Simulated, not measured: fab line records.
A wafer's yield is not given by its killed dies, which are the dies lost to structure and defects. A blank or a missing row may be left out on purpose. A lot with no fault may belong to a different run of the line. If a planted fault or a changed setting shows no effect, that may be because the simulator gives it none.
The tool behind it: which one? / flow sky130 / Sampling: 7 lots, 21 wafers, 4 of 708 route steps

== WHAT EACH GAUGE READ, for each wafer ==
SKY_METAL1_RS_MEAS_05: uses a four-point probe to measure.
lot=L970; measured=day 33 05:04; on=film-metro-04; METAL1_ALCU_RS (ohm/sq)=0.1280 0.1251 0.1271
lot=L971; measured=day 33 21:59; on=film-metro-01; METAL1_ALCU_RS (ohm/sq)=0.1284 0.1273 0.1270
lot=L975; measured=day 34 22:12; on=film-metro-04; METAL1_ALCU_RS (ohm/sq)=0.1242 0.1263 0.1270
lot=L977; measured=day 35 07:41; on=film-metro-04; METAL1_ALCU_RS (ohm/sq)=0.1250 0.1256 0.1259
lot=L982; measured=day 37 05:56; on=film-metro-04; METAL1_ALCU_RS (ohm/sq)=0.1260 0.0753 0.0758
lot=L987; measured=day 38 12:25; on=film-metro-01; METAL1_ALCU_RS (ohm/sq)=0.1262 0.1289 0.1259
lot=L990; measured=day 39 11:12; on=film-metro-04; METAL1_ALCU_RS (ohm/sq)=0.1278 0.1270 0.1277

== TOOL THAT RAN EACH LOT (tool first, then ch and the chambers of the sampled wafers, then the start) ==
lot=L970; SKY_CONTACT_ETCH_16=rie-diel-04 ch 0,1,3, day 33 03:22; SKY_CONTACT_CVD_24=cvd-w-01 ch 0, day 33 04:16; SKY_METAL1_SPUTTER_02=pvd-sputter-01, day 33 04:56
lot=L971; SKY_CONTACT_ETCH_16=rie-diel-02 ch 0,1,2, day 33 20:26; SKY_CONTACT_CVD_24=cvd-w-01 ch 0,1, day 33 21:14; SKY_METAL1_SPUTTER_02=pvd-sputter-04, day 33 21:52
lot=L975; SKY_CONTACT_ETCH_16=rie-diel-04 ch 0,2, day 34 20:38; SKY_CONTACT_CVD_24=cvd-w-02 ch 0,1, day 34 21:28; SKY_METAL1_SPUTTER_02=pvd-sputter-01, day 34 22:04
lot=L977; SKY_CONTACT_ETCH_16=rie-diel-04 ch 1,3, day 35 06:10; SKY_CONTACT_CVD_24=cvd-w-02 ch 0,1, day 35 06:58; SKY_METAL1_SPUTTER_02=pvd-sputter-01, day 35 07:35
lot=L982; SKY_CONTACT_ETCH_16=rie-diel-01 ch 1,2, day 37 04:23; SKY_CONTACT_CVD_24=cvd-w-02 ch 0,1, day 37 05:12; SKY_METAL1_SPUTTER_02=pvd-sputter-01, day 37 05:50
lot=L987; SKY_CONTACT_ETCH_16=rie-diel-02 ch 1,2,3, day 38 10:35; SKY_CONTACT_CVD_24=cvd-w-02 ch 0,1, day 38 11:41; SKY_METAL1_SPUTTER_02=pvd-sputter-04, day 38 12:19
lot=L990; SKY_CONTACT_ETCH_16=rie-diel-04 ch 0,1,2, day 39 09:35; SKY_CONTACT_CVD_24=cvd-w-01 ch 0,1, day 39 10:28; SKY_METAL1_SPUTTER_02=pvd-sputter-04, day 39 11:07
- SKY_CONTACT_ETCH_16: etches BARC in N2/H2, stops on SiO2, time 45.9 s, target depth 60 nm.
- SKY_CONTACT_CVD_24: deposits W, target thk 340 nm, time 102.12 s.
- SKY_METAL1_SPUTTER_02: material AlCu, target thk 250 nm, time 13.3 s.

== THE ANSWER, worked out from the rows above alone ==
Rule: what is usual is taken from the lots themselves. Put in order of their means at a reading, lots are off if they are a third of the lots or fewer, leave a main group of 4 or more, and stand apart from it by a gap of 3 or more times the standard deviation of the main group's means; of several such gaps the widest counts. If all means in a main group match to the digits the tables above print for the reading, that group is not used. Also off: a lot with no number at a reading for which 4 or more lots have one. Any other lot the step has rows for is counted as sound.
Off: L982, at SKY_METAL1_RS_MEAS_05 (METAL1_ALCU_RS). The main group: mean 0.1267 ohm/sq, standard deviation 0.00078.
A tool fits if, at a process step before that reading, it ran every lot that is off, and no sound lot after the first of them. The gauges at SKY_METAL1_RS_MEAS_05 are tried like those tools. 2 tools fit, rie-diel-01 at SKY_CONTACT_ETCH_16 and pvd-sputter-01 at SKY_METAL1_SPUTTER_02, so this cannot tell which one it is.

== WHAT WAS PUT IN BY THE SIMULATOR ==
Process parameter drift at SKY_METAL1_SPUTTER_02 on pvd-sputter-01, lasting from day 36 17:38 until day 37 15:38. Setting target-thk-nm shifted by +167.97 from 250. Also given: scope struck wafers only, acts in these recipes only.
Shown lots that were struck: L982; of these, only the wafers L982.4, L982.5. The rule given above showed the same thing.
